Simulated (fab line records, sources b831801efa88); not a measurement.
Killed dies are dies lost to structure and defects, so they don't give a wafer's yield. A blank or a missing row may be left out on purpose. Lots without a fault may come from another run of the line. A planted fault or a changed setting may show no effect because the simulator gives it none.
fab line records | flow sky130
record lots=6 wafers=18 last_day=50
route steps=708 shown SD_P@327 RES_XHIGH@332 SD_N@342 SALICIDE@361 PAD_OPEN@708
lots that met no fault: from a run of the same line without faults
start_h: hours from the record's first day to the start of the lot's first wafer shown | wait_h: hours since the lot's step before | " the same as in the row above | L1.1+2: a row that stands for several wafers | - no value, or no start given | * or withheld: withheld | < > ~ a bound
route shown NAME@n: a module of which the file shows steps, and the number in the route of the first | usual: mean/standard deviation of fault-free wafers | same: alike in all rows | chamber/n: place in a boat | sites: the reading at each site | _std_site: their standard deviation | _edge_site: outer sites' mean less inner sites' | radius_mm: how far each site lies from the wafer's centre | mask NAME#n: copy n | behind: the tool/chamber that last shaped the wafer | hold: why the lot was held/for how many hours/how that ended | device: the transistor (n, p or np) that didn't switch | end of line: the same wafers' tests at the end of the route | a step without rows: its recipe alone | killed: dies lost to structure and defects at the first sort, not the wafer's yield | map: a wafer's dies, x killed, . not, _ none there
set.NAME: the setting as run; set.NAME@STEP: as run at that earlier step | model.NAME: the simulator's own value behind a step, which no gauge read
lots at some steps of the route; a table a step, a row a wafer
services: from which hour (start_h, from the record's first day; less than 0 if before it) a tool's chamber was out of use, for how many hours, and why
## steps
# step SKY_SD_P_CD_MEAS_07
# recipe target_cd_nm=380
# usual cd_nm=380.1/2.8
# columns lot.wafer tool chamber start_h wait_h cd_nm
L401.1 cd_sem-02 - 586.77 0.1 380.8
L401.2 " - " " 380.6
L401.4 " - " " 378.4
L406.2 cd_sem-02 - 629.91 0.1 384.9
L406.4 " - " " 381.8
L406.5 " - " " 384.6
L413.3 cd_sem-02 - 691.41 0.1 373.2
L413.4 " - " " 377.0
L413.5 " - " " 376.6
L416.1 cd_sem-02 - 714.04 0.1 384.1
L416.2 " - " " 380.3
L416.3 " - " " 383.5
L420.1 cd_sem-02 - 746.69 0.1 375.6
L420.5 " - " " 375.9
L420.6 " - " " 379.0
L423.1 cd_sem-01 - 766.29 0.1 376.0
L423.2 " - " " 378.2
L423.6 " - " " 375.7
# step SKY_SD_P_OVL_MEAS_08
# usual SD_P_OVL=0.7/1.4
# columns lot.wafer tool chamber start_h wait_h SD_P_OVL[nm]
L401.1 overlay-02 - 586.89 0.1 0.7
L401.2 " - " " 0.8
L401.4 " - " " 2.0
L406.2 overlay-02 - 630.01 0.1 -1.0
L406.4 " - " " 0.5
L406.5 " - " " -1.0
L413.3 overlay-01 - 691.50 0.1 0.5
L413.4 " - " " -0.7
L413.5 " - " " 0.2
L416.1 overlay-02 - 714.16 0.1 -0.6
L416.2 " - " " -1.9
L416.3 " - " " -0.4
L420.1 overlay-02 - 746.81 0.1 1.5
L420.5 " - " " 0.4
L420.6 " - " " 1.6
L423.1 overlay-02 - 766.41 0.1 1.9
L423.2 " - " " 0.9
L423.6 " - " " -0.6
# step SKY_SD_P_IMPLANT_09
# recipe species=BF2 energy_kev=20 dose_cm2=3e+15 tilt_deg=0
# step SKY_SD_P_STRIP_10
# recipe chemistry=O2/N2 power_w=1400 pressure_mtorr=1500 platen_temp_c=withheld o2_flow_sccm=3000 n2_flow_sccm=300 overash_fraction=0.5
# usual drypump_motor_current_A=5.7/0.49 oes_product_au=0.617/0.0045 strip_time_to_endpoint_s=17.52/0.042
# columns lot.wafer tool chamber start_h wait_h drypump_motor_current_A oes_product_au rf_hours_counter_h strip_time_to_endpoint_s
L401.1 plasma_asher-03 0 587.07 0.1 6.1 0.619 85 17.52
L401.2 " 1 " " 6.5 0.619 85 17.48
L401.4 " 0 " " 6.1 0.617 - 17.52
L406.2 plasma_asher-04 1 630.19 0.1 5.4 0.616 85 17.54
L406.4 " 0 " " 5.0 0.631 - 17.52
L406.5 " 0 " " 5.0 0.611 - 17.53
L413.3 plasma_asher-04 0 691.71 0.1 5.0 0.617 - 17.58
L413.4 " 1 " " 5.5 0.621 - 17.53
L413.5 " 0 " " 5.0 0.615 - 17.59
L416.1 plasma_asher-04 1 714.35 0.1 5.4 0.618 94 17.45
L416.2 " 0 " " 5.0 0.615 94 17.44
L416.3 " 0 " " 5.0 0.611 - 17.44
L420.1 plasma_asher-04 0 746.99 0.1 5.0 0.617 98 17.54
L420.5 " 0 " " 5.0 0.621 - 17.51
L420.6 " 1 " " 5.4 0.615 - 17.50
L423.1 plasma_asher-03 1 766.59 0.1 6.4 0.618 2 17.52
L423.2 " 0 " " 6.1 0.618 2 17.51
L423.6 " 0 " " 6.0 0.608 - 17.49
# step SKY_SD_P_TW_MEAS_11
# usual SD_P_TW=2825/34
# columns lot.wafer tool chamber start_h wait_h SD_P_TW
L401.1 film_metro-04 - 587.17 0.1 2864
L401.2 " - " " 2856
L401.4 " - " " 2841
L406.2 film_metro-04 - 630.30 0.1 2843
L406.4 " - " " 2822
L406.5 " - " " 2835
L413.3 film_metro-02 - 691.80 0.1 2790
L413.4 " - " " 2788
L413.5 " - " " 2790
L416.1 film_metro-02 - 714.45 0.1 2802
L416.2 " - " " 2800
L416.3 " - " " 2772
L420.1 film_metro-02 - 747.09 0.1 2765
L420.5 " - " " 2771
L420.6 " - " " 2772
L423.1 film_metro-04 - 766.69 0.1 2845
L423.2 " - " " 2843
L423.6 " - " " 2850
# step SKY_RES_XHIGH_DEHYDRATE_00
# recipe temp_c=200 time_s=60
# step SKY_RES_XHIGH_HMDS_01
# recipe prime_time_s=62.52 prime_temp_c=120
# step SKY_RES_XHIGH_COAT_02
# recipe resist=NOVOLAK spin_rpm=3000 resist_thk_nm=1140
# step SKY_RES_XHIGH_SOFTBAKE_03
# recipe temp_c=90 time_s=60 resist=NOVOLAK
# step SKY_RES_XHIGH_EXPOSE_04
# recipe mask_id=URPM na=0.6 source_shape=conventional sigma_outer=0.6 polarization=unpolarized target_cd_nm=1270 dose_mj=140
# step SKY_RES_XHIGH_PEB_05
# recipe temp_c=withheld time_s=* resist=NOVOLAK
# step SKY_RES_XHIGH_DEVELOP_06
# recipe resist=NOVOLAK developer=TMAH develop_time_s=60 dev_temp_c=23
# step SKY_RES_XHIGH_IMPLANT_07
# recipe species=BF2 energy_kev=20 dose_cm2=3.6e+14 tilt_deg=0
# usual faraday_current_uA=546/35
# columns lot.wafer tool chamber start_h wait_h faraday_current_uA
L401.1 implanter-03 0 616.19 0.1 489
L401.2 " 0 " " 509
L401.4 " 0 " " 500
L406.2 implanter-04 0 659.14 0.1 582
L406.4 " 0 " " 558
L406.5 " 0 " " 550
L413.3 implanter-04 0 718.94 0.1 559
L413.4 " 0 " " 552
L413.5 " 0 " " 578
L416.1 implanter-02 0 742.04 0.1 568
L416.2 " 0 " " 576
L416.3 " 0 " " 573
L420.1 implanter-02 0 773.32 0.1 648
L420.5 " 0 " " 675
L420.6 " 0 " " 683
L423.1 implanter-02 0 792.54 0.1 638
L423.2 " 0 " " 658
L423.6 " 0 " " 664
# step SKY_RES_XHIGH_STRIP_08
# recipe chemistry=O2/N2 power_w=1400 pressure_mtorr=1500 platen_temp_c=withheld o2_flow_sccm=3000 n2_flow_sccm=300 overash_fraction=0.5
# usual drypump_motor_current_A=5.71/0.28 oes_product_au=0.711/0.0043 strip_time_to_endpoint_s=14.28/0.042
# columns lot.wafer tool chamber start_h wait_h drypump_motor_current_A oes_product_au rf_hours_counter_h strip_time_to_endpoint_s
L401.1 plasma_asher-02 0 616.34 0.1 5.52 0.712 13 14.18
L401.2 " 1 " " 5.56 0.712 13 14.20
L401.4 " 1 " " 5.54 0.711 - 14.20
L406.2 plasma_asher-02 0 659.27 0.1 5.54 0.712 16 14.29
L406.4 " 1 " " 5.56 0.706 - 14.25
L406.5 " 1 " " 5.59 0.718 - 14.27
L413.3 plasma_asher-01 0 719.08 0.1 5.75 0.709 - 14.26
L413.4 " 1 " " 5.87 0.710 - 14.20
L413.5 " 1 " " 5.88 0.713 - 14.27
L416.1 plasma_asher-01 1 742.19 0.1 5.88 0.709 65 14.32
L416.2 " 0 " " 5.77 0.716 65 14.33
L416.3 " 1 " " 5.89 0.706 - 14.26
L420.1 plasma_asher-02 1 773.47 0.1 5.57 0.724 28 14.20
L420.5 " 1 " " 5.58 0.714 - 14.22
L420.6 " 0 " " 5.54 0.717 - 14.20
L423.1 plasma_asher-02 0 792.69 0.1 5.51 0.710 30 14.23
L423.2 " 1 " " 5.58 0.714 30 14.19
L423.6 " 0 " " 5.52 0.719 - 14.18
# step SKY_RES_XHIGH_TW_MEAS_09
# usual RES_XHIGH_TW=1634/20
# columns lot.wafer tool chamber start_h wait_h RES_XHIGH_TW
L401.1 film_metro-04 - 616.44 0.1 1646
L401.2 " - " " 1641
L401.4 " - " " 1642
L406.2 film_metro-01 - 659.38 0.1 1647
L406.4 " - " " 1646
L406.5 " - " " 1645
L413.3 film_metro-01 - 719.16 0.1 1653
L413.4 " - " " 1650
L413.5 " - " " 1653
L416.1 film_metro-01 - 742.29 0.1 1650
L416.2 " - " " 1647
L416.3 " - " " 1644
L420.1 film_metro-02 - 773.57 0.1 1538
L420.5 " - " " 1535
L420.6 " - " " 1549
L423.1 film_metro-01 - 792.79 0.1 1570
L423.2 " - " " 1576
L423.6 " - " " 1568
# step SKY_SD_N_DEHYDRATE_00
# recipe temp_c=200 time_s=60
# step SKY_SD_N_HMDS_01
# recipe prime_time_s=60 prime_temp_c=120
# step SKY_SD_N_COAT_02
# recipe resist=NOVOLAK spin_rpm=3000 resist_thk_nm=1140
# step SKY_SD_N_SOFTBAKE_03
# recipe temp_c=89.54 time_s=60 resist=NOVOLAK
# step SKY_SD_N_EXPOSE_04
# recipe mask_id=NSDM na=0.6 source_shape=conventional sigma_outer=0.6 polarization=unpolarized target_cd_nm=380 dose_mj=141
# step SKY_SD_N_PEB_05
# recipe temp_c=withheld time_s=* resist=NOVOLAK
# step SKY_SD_N_DEVELOP_06
# recipe resist=NOVOLAK developer=TMAH develop_time_s=60 dev_temp_c=23
# step SKY_SD_N_CD_MEAS_07
# recipe target_cd_nm=380
# usual cd_nm=380.8/2
# columns lot.wafer tool chamber start_h wait_h cd_nm
L401.1 cd_sem-02 - 645.19 0.1 383.0
L401.2 " - " " 380.1
L401.4 " - " " 382.0
L406.2 cd_sem-02 - 686.71 0.1 380.0
L406.4 " - " " 379.7
L406.5 " - " " 380.3
L413.3 cd_sem-01 - 746.33 0.1 382.6
L413.4 " - " " 382.5
L413.5 " - " " 381.9
L416.1 cd_sem-02 - 769.99 0.1 380.4
L416.2 " - " " 378.3
L416.3 " - " " 377.5
L420.1 cd_sem-01 - 799.94 0.1 381.4
L420.5 " - " " 382.8
L420.6 " - " " 379.1
L423.1 cd_sem-02 - 818.99 0.1 378.8
L423.2 " - " " 379.6
L423.6 " - " " 379.3
# step SKY_SD_N_OVL_MEAS_08
# usual SD_N_OVL=-0.1/1.7
# columns lot.wafer tool chamber start_h wait_h SD_N_OVL[nm]
L401.1 overlay-02 - 645.31 0.1 3.0
L401.2 " - " " 0.5
L401.4 " - " " 1.0
L406.2 overlay-02 - 686.82 0.1 0.1
L406.4 " - " " -1.6
L406.5 " - " " 0.8
L413.3 overlay-01 - 746.42 0.1 1.1
L413.4 " - " " 0.8
L413.5 " - " " 3.9
L416.1 overlay-01 - 770.11 0.1 0.5
L416.2 " - " " -0.8
L416.3 " - " " -1.6
L420.1 overlay-02 - 800.06 0.1 -0.1
L420.5 " - " " 2.5
L420.6 " - " " -1.8
L423.1 overlay-01 - 819.11 0.1 -1.1
L423.2 " - " " 0.5
L423.6 " - " " 0.2
# step SKY_SD_N_IMPLANT_09
# recipe species=As energy_kev=50 dose_cm2=4e+15 tilt_deg=0
# step SKY_SD_N_IMPLANT_10
# recipe species=P energy_kev=20 dose_cm2=1e+14 tilt_deg=0
# step SKY_SD_N_STRIP_11
# recipe chemistry=O2/N2 power_w=1400 pressure_mtorr=1500 platen_temp_c=withheld o2_flow_sccm=3000 n2_flow_sccm=300 overash_fraction=0.5
# usual drypump_motor_current_A=5.44/0.27 oes_product_au=0.528/0.0048 strip_time_to_endpoint_s=22.57/0.046
# columns lot.wafer tool chamber start_h wait_h drypump_motor_current_A oes_product_au rf_hours_counter_h strip_time_to_endpoint_s
L401.1 plasma_asher-04 0 645.65 0.1 4.99 0.537 87 22.62
L401.2 " 1 " " 5.45 0.523 87 22.64
L401.4 " 1 " " 5.44 0.534 - 22.62
L406.2 plasma_asher-04 0 687.15 0.1 5.02 0.532 91 22.52
L406.4 " 0 " " 4.99 0.528 - 22.50
L406.5 " 1 " " 5.44 0.524 - 22.54
L413.3 plasma_asher-02 0 746.78 0.1 5.54 0.512 - 22.58
L413.4 " 1 " " 5.57 0.531 - 22.54
L413.5 " 0 " " 5.53 0.529 - 22.60
L416.1 plasma_asher-02 0 770.45 0.1 5.55 0.530 27 22.53
L416.2 " 1 " " 5.58 0.528 27 22.57
L416.3 " 1 " " 5.56 0.525 - 22.57
L420.1 plasma_asher-04 0 800.40 0.1 4.97 0.530 103 22.65
L420.5 " 1 " " 5.42 0.526 - 22.62
L420.6 " 0 " " 5.01 0.534 - 22.64
L423.1 plasma_asher-02 0 819.45 0.1 5.52 0.522 34 22.49
L423.2 " 1 " " 5.56 0.526 34 22.57
L423.6 " 0 " " 5.54 0.530 - 22.54
# step SKY_SD_N_TW_MEAS_12
# usual SD_N_TW=3975/55
# columns lot.wafer tool chamber start_h wait_h SD_N_TW
L401.1 film_metro-01 - 645.75 0.1 4021
L401.2 " - " " 4022
L401.4 " - " " 4022
L406.2 film_metro-04 - 687.26 0.1 3982
L406.4 " - " " 3997
L406.5 " - " " 3998
L413.3 film_metro-02 - 746.87 0.1 3886
L413.4 " - " " 3895
L413.5 " - " " 3915
L416.1 film_metro-04 - 770.55 0.1 4005
L416.2 " - " " 4028
L416.3 " - " " 4037
L420.1 film_metro-02 - 800.50 0.1 3891
L420.5 " - " " 3891
L420.6 " - " " 3876
L423.1 film_metro-02 - 819.55 0.1 3900
L423.2 " - " " 3926
L423.6 " - " " 3914
# step SKY_SD_N_CLEAN_13
# recipe chemistry=SC1/SC2 mix=1:4:20 temp_c=70 time_s=150 dry=n2_spin
# step SKY_SD_N_RTA_14
# recipe temp_c=1075 time_s=2 idle_temp_c=650 ramp_up_c_per_s=150 ramp_down_c_per_s=90 ambient=N2
# usual lamp_power_pct=15.74/0.044 wafer_temp_C_max=1078.0/1.3
# columns lot.wafer tool chamber start_h wait_h lamp_power_pct wafer_temp_C_max
L401.1 rtp_anneal-01 0 645.86 0.0 15.78 1077.4
L401.2 " 0 " " 15.70 1078.2
L401.4 " 0 " " 15.80 1075.6
L406.2 rtp_anneal-02 0 687.37 0.0 15.73 1077.5
L406.4 " 0 " " 15.69 1077.9
L406.5 " 0 " " 15.71 1080.0
L413.3 rtp_anneal-01 0 746.98 0.0 15.74 1079.4
L413.4 " 0 " " 15.79 1079.2
L413.5 " 0 " " 15.75 1077.8
L416.1 rtp_anneal-02 0 770.66 0.0 15.77 1076.0
L416.2 " 0 " " 15.80 1077.3
L416.3 " 0 " " 15.75 1077.3
L420.1 rtp_anneal-02 0 800.61 0.0 15.73 1078.5
L420.5 " 0 " " 15.71 1077.2
L420.6 " 0 " " 15.73 1079.1
L423.1 rtp_anneal-01 0 819.66 0.0 15.73 1078.2
L423.2 " 0 " " 15.80 1080.0
L423.6 " 0 " " 15.77 1077.3
# step SKY_SD_N_RS_MEAS_16
# recipe thk_meas_gauge=four-point-probe
# usual SD_N_RS=68.56/0.1
# columns lot.wafer tool chamber start_h wait_h SD_N_RS[ohm/sq]
L401.1 film_metro-02 - 646.03 0.1 68.69
L401.2 " - " " 68.66
L401.4 " - " " 68.60
L406.2 film_metro-02 - 687.55 0.1 68.55
L406.4 " - " " 68.58
L406.5 " - " " 68.63
L413.3 film_metro-04 - 747.17 0.1 68.62
L413.4 " - " " 68.44
L413.5 " - " " 68.59
L416.1 film_metro-04 - 770.83 0.1 68.49
L416.2 " - " " 68.54
L416.3 " - " " 68.40
L420.1 film_metro-04 - 800.78 0.1 68.45
L420.5 " - " " 68.46
L420.6 " - " " 68.55
L423.1 film_metro-01 - 819.83 0.1 68.43
L423.2 " - " " 68.39
L423.6 " - " " 68.60
# step SKY_SD_N_RS_MEAS_17
# recipe thk_meas_gauge=four-point-probe
# usual SD_P_RS=147.0/0.33
# columns lot.wafer tool chamber start_h wait_h SD_P_RS[ohm/sq]
L401.1 film_metro-02 - 646.15 0.1 147.4
L401.2 " - " " 147.2
L401.4 " - " " 147.4
L406.2 film_metro-02 - 687.67 0.1 146.7
L406.4 " - " " 146.9
L406.5 " - " " 146.7
L413.3 film_metro-04 - 747.29 0.1 147.0
L413.4 " - " " 146.6
L413.5 " - " " 146.4
L416.1 film_metro-04 - 770.95 0.1 146.9
L416.2 " - " " 147.0
L416.3 " - " " 146.4
L420.1 film_metro-04 - 800.90 0.1 146.7
L420.5 " - " " 146.8
L420.6 " - " " 147.2
L423.1 film_metro-01 - 819.95 0.1 147.0
L423.2 " - " " 147.1
L423.6 " - " " 147.0
# step SKY_SD_N_RS_MEAS_18
# recipe thk_meas_gauge=four-point-probe
# usual RES_XHIGH_RS=333.4/1.3
# columns lot.wafer tool chamber start_h wait_h RES_XHIGH_RS[ohm/sq]
L401.1 film_metro-02 - 646.27 0.1 332.5
L401.2 " - " " 333.3
L401.4 " - " " 333.4
L406.2 film_metro-02 - 687.79 0.1 335.7
L406.4 " - " " 335.1
L406.5 " - " " 334.2
L413.3 film_metro-04 - 747.41 0.1 331.7
L413.4 " - " " 332.3
L413.5 " - " " 332.0
L416.1 film_metro-04 - 771.07 0.1 333.3
L416.2 " - " " 333.0
L416.3 " - " " 333.9
L420.1 film_metro-04 - 801.02 0.1 371.5
L420.5 " - " " 372.8
L420.6 " - " " 372.3
L423.1 film_metro-01 - 820.07 0.1 376.5
L423.2 " - " " 376.1
L423.6 " - " " 377.3
# step SKY_SALICIDE_CLEAN_00
# recipe chemistry=HF-last time_s=30 dilution=100:1 dry=ipa_marangoni
# step SKY_PAD_OPEN_PROBE_99
# usual killed_at_M0_to_M3=43/7.3 killed_at_M4_up=3.1/1.8 killed_at_contacts=24/5.4 killed_at_front_end=15/4.1 killed_at_other=0.2/0.52 killed_dies=86/10 killed_open=47/7.3 killed_short=39/6.4
# same gross_dies=492 killed_at_back_side=0
# columns lot.wafer tool chamber start_h wait_h killed_at_M0_to_M3 killed_at_M4_up killed_at_contacts killed_at_front_end killed_at_other killed_dies killed_open killed_short model.etest.res_xhigh_po.line_ohm_um model.etest.res_xhigh_po.rs_ohm_sq model.etest.res_xhigh_po.rs_ohm_sq_range
L401.1 prober-01 - 1074.88 0.1 41 2 28 15 1 87 46 41 6063 2093 62.79
L401.2 prober-01 - 1074.93 0.1 40 3 25 7 0 75 50 25 6258 2153 38.92
L401.4 prober-01 - 1075.03 0.2 44 1 15 14 0 74 33 40 6041 2100 40.85
L406.2 prober-02 - 1104.36 0.1 43 7 24 21 0 95 55 39 5792 2040 51.05
L406.4 prober-02 - 1104.46 0.2 44 5 16 18 1 84 45 39 5710 1983 49.91
L406.5 prober-02 - 1104.51 0.2 31 1 24 15 0 71 37 34 5444 1933 37.55
L413.3 prober-01 - 1147.72 0.2 50 3 21 15 0 89 41 48 5732 1999 89.28
L413.4 prober-01 - 1147.77 0.2 53 7 22 14 0 96 50 46 5740 2023 67.33
L413.5 prober-01 - 1147.82 0.2 55 4 27 7 0 93 44 49 5569 1974 63.08
L416.1 prober-02 - 1165.55 0.1 45 1 24 11 0 81 44 37 5695 1976 33.42
L416.2 prober-02 - 1165.60 0.1 43 4 15 12 0 74 39 35 5600 1962 60.84
L416.3 prober-02 - 1165.65 0.2 49 4 24 9 1 87 55 32 5681 1977 37.81
L420.1 prober-02 - 1184.02 0.1 30 3 22 13 0 68 39 29 7381 2606 179.8
L420.5 prober-02 - 1184.22 0.2 46 7 28 13 1 95 55 40 7250 2548 117.3
L420.6 prober-02 - 1184.27 0.2 52 6 22 14 0 94 46 48 7355 2626 133.5
L423.1 prober-01 - 1192.59 0.1 36 1 27 18 0 82 45 37 8085 2854 128.5
L423.2 prober-01 - 1192.64 0.1 46 3 27 16 1 93 52 41 7681 2713 110.6
L423.6 prober-01 - 1192.84 0.2 41 2 28 17 0 88 45 42 8175 2882 137.6
# killed by level:class
L401.1 CONTACT:geometric_particle:open=12 VIA1:geometric_particle:short=9 VIA1:geometric_particle:open=9 VIA2:geometric_particle:open=8 CONTACT:geometric_particle:short=8 METAL1:geometric_particle:short=5 FIELD_ISO:geometric_particle:open=4 FIELD_ISO:geometric_particle:short=3
L401.2 CONTACT:geometric_particle:open=11 VIA1:geometric_particle:open=11 VIA1:geometric_particle:short=8 LI_CONTACT:geometric_particle:open=8 VIA2:geometric_particle:open=6 METAL2:geometric_particle:short=4 VIA3:geometric_particle:open=4 METAL3:geometric_particle:short=3
L401.4 VIA1:geometric_particle:short=8 METAL2:geometric_particle:short=8 VIA1:geometric_particle:open=7 LI_CONTACT:geometric_particle:open=6 METAL1:geometric_particle:open=5 METAL3:geometric_particle:short=4 CONTACT:geometric_particle:short=4 FIELD_ISO:geometric_particle:short=3
L406.2 VIA1:geometric_particle:open=12 LI_CONTACT:geometric_particle:open=9 CONTACT:geometric_particle:open=9 FIELD_ISO:geometric_particle:open=8 METAL2:geometric_particle:short=8 VIA3:geometric_particle:open=6 METAL4:geometric_particle:short=5 FIELD_ISO:geometric_particle:short=4
L406.4 VIA1:geometric_particle:open=13 VIA3:geometric_particle:open=8 METAL1:geometric_particle:short=6 CONTACT:geometric_particle:open=6 FIELD_ISO:geometric_particle:short=5 LI_CONTACT:geometric_particle:open=4 VIA1:geometric_particle:short=4 VIA2:geometric_particle:open=4
L406.5 CONTACT:geometric_particle:open=11 LI_CONTACT:geometric_particle:open=7 VIA1:geometric_particle:open=7 METAL2:geometric_particle:short=6 POLY_GATE:geometric_particle:open=4 METAL3:geometric_particle:short=4 METAL1:geometric_particle:short=4 FIELD_ISO:geometric_particle:open=3
L413.3 VIA1:geometric_particle:open=13 METAL1:geometric_particle:short=7 VIA2:geometric_particle:open=7 VIA2:geometric_particle:short=6 FIELD_ISO:geometric_particle:short=5 LOCAL_INTERCONNECT:geometric_particle:short=5 CONTACT:geometric_particle:open=5 FIELD_ISO:geometric_particle:open=4
L413.4 VIA1:geometric_particle:open=14 CONTACT:geometric_particle:open=10 METAL4:geometric_particle:short=7 LI_CONTACT:geometric_particle:open=6 METAL1:geometric_particle:short=6 VIA1:geometric_particle:short=6 METAL2:geometric_particle:short=6 VIA2:geometric_particle:open=4
L413.5 VIA1:geometric_particle:open=15 CONTACT:geometric_particle:open=9 METAL1:geometric_particle:short=9 METAL2:geometric_particle:short=9 LI_CONTACT:geometric_particle:short=6 LI_CONTACT:geometric_particle:open=6 METAL3:geometric_particle:short=5 CONTACT:geometric_particle:short=4
L416.1 VIA1:geometric_particle:open=13 CONTACT:geometric_particle:open=7 METAL1:geometric_particle:short=7 VIA3:geometric_particle:open=7 LI_CONTACT:geometric_particle:open=6 CONTACT:geometric_particle:short=5 METAL2:geometric_particle:short=5 POLY_GATE:geometric_particle:short=4
L416.2 METAL2:geometric_particle:short=10 CONTACT:geometric_particle:open=8 VIA1:geometric_particle:short=7 VIA2:geometric_particle:open=6 VIA1:geometric_particle:open=6 VIA3:geometric_particle:open=5 LI_CONTACT:geometric_particle:open=5 METAL4:geometric_particle:short=4
L416.3 CONTACT:geometric_particle:open=12 VIA1:geometric_particle:open=10 METAL2:geometric_particle:short=10 LI_CONTACT:geometric_particle:open=8 VIA1:geometric_particle:short=7 VIA2:geometric_particle:open=6 VIA3:geometric_particle:open=4 FIELD_ISO:geometric_particle:open=3
L420.1 CONTACT:geometric_particle:open=11 VIA1:geometric_particle:open=7 FIELD_ISO:geometric_particle:open=5 CONTACT:geometric_particle:short=5 METAL2:geometric_particle:short=5 METAL1:geometric_particle:short=5 VIA3:geometric_particle:open=5 POLY_GATE:geometric_particle:open=3
L420.5 LI_CONTACT:geometric_particle:open=14 METAL1:geometric_particle:short=10 CONTACT:geometric_particle:open=9 VIA1:geometric_particle:open=9 VIA2:geometric_particle:open=9 VIA1:geometric_particle:short=7 FIELD_ISO:geometric_particle:open=6 METAL4:geometric_particle:short=5
L420.6 VIA3:geometric_particle:open=10 CONTACT:geometric_particle:open=8 VIA1:geometric_particle:open=8 METAL1:geometric_particle:short=6 METAL3:geometric_particle:short=6 LI_CONTACT:geometric_particle:open=5 METAL2:geometric_particle:short=5 VIA2:geometric_particle:short=5
L423.1 LI_CONTACT:geometric_particle:open=9 CONTACT:geometric_particle:open=7 VIA2:geometric_particle:open=7 POLY_GATE:geometric_particle:short=6 POLY_GATE:geometric_particle:open=5 CONTACT:geometric_particle:short=5 VIA1:geometric_particle:open=5 METAL2:geometric_particle:short=5
L423.2 CONTACT:geometric_particle:open=14 VIA1:geometric_particle:open=12 METAL2:geometric_particle:short=6 FIELD_ISO:geometric_particle:open=5 POLY_GATE:geometric_particle:short=5 VIA2:geometric_particle:short=5 CONTACT:geometric_particle:short=4 METAL1:geometric_particle:short=4
L423.6 VIA2:geometric_particle:open=9 LOCAL_INTERCONNECT:geometric_particle:short=8 CONTACT:geometric_particle:open=7 VIA1:geometric_particle:open=6 FIELD_ISO:geometric_particle:short=5 POLY_GATE:geometric_particle:open=5 LI_CONTACT:geometric_particle:open=5 CONTACT:geometric_particle:short=5
## services
# columns tool chamber start_h hours kind
implanter-04 - 565.50 1.6 repair
implanter-04 - 598.16 3.1 pm
rtp_anneal-02 - 617.16 11.7 pm
plasma_asher-03 - 621.64 1.5 repair
implanter-04 - 633.60 0.5 repair
implanter-02 - 635.71 6.2 repair
plasma_asher-02 - 644.63 14.6 pm
plasma_asher-01 - 657.68 0.9 repair
plasma_asher-01 - 663.05 3.1 repair
plasma_asher-03 - 679.74 5.6 repair
plasma_asher-01 - 688.58 8.7 repair
implanter-04 - 695.43 1.4 repair
implanter-03 - 701.62 3.9 repair
implanter-04 - 705.12 2.2 repair
plasma_asher-04 - 723.76 2.8 pm
plasma_asher-03 - 733.75 9.0 pm
implanter-03 - 750.72 1.1 repair
implanter-02 - 760.93 1.7 repair
implanter-02 - 765.85 1.1 repair
plasma_asher-03 - 768.92 2.3 repair
plasma_asher-04 - 775.26 2.3 repair
plasma_asher-01 - 776.04 47.9 pm
implanter-02 - 805.39 2.3 repair
implanter-02 - 808.41 0.7 repair
## key
first_sign step=SKY_RES_XHIGH_IMPLANT_07 reading=faraday_current_uA direction=up sigmas=3.3 usual=546 struck=661
effect step=SKY_RES_XHIGH_TW_MEAS_09 reading=RES_XHIGH_TW direction=down sigmas=3.8 usual=1634 struck=1556
effect step=SKY_SD_N_RS_MEAS_18 reading=RES_XHIGH_RS direction=up sigmas=31 usual=333.4 struck=374.4
model_effect step=SKY_PAD_OPEN_PROBE_99 value=etest.res_xhigh_po.line_ohm_um without=5660 struck=7654
met_at SKY_RES_XHIGH_IMPLANT_07
struck_wafers L420.1,L420.5,L420.6,L423.1,L423.2,L423.6
tester_left_out L420,L423
onset_between 742.04 773.32
fault kind=process_parameter_drift tool=implanter-02 chamber=- onset_h=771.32 steps=SKY_RES_XHIGH_IMPLANT_07 channel=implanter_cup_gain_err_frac offset=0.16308 shape=step end_h=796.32
# tester_left_out: of these lots the tester's yield and bins aren't shown, on N5 and GAA mostly nor the transistor test; their killed dies are dies lost to structure and defects alone, not to doping, threshold or leakage, so they don't give the yield
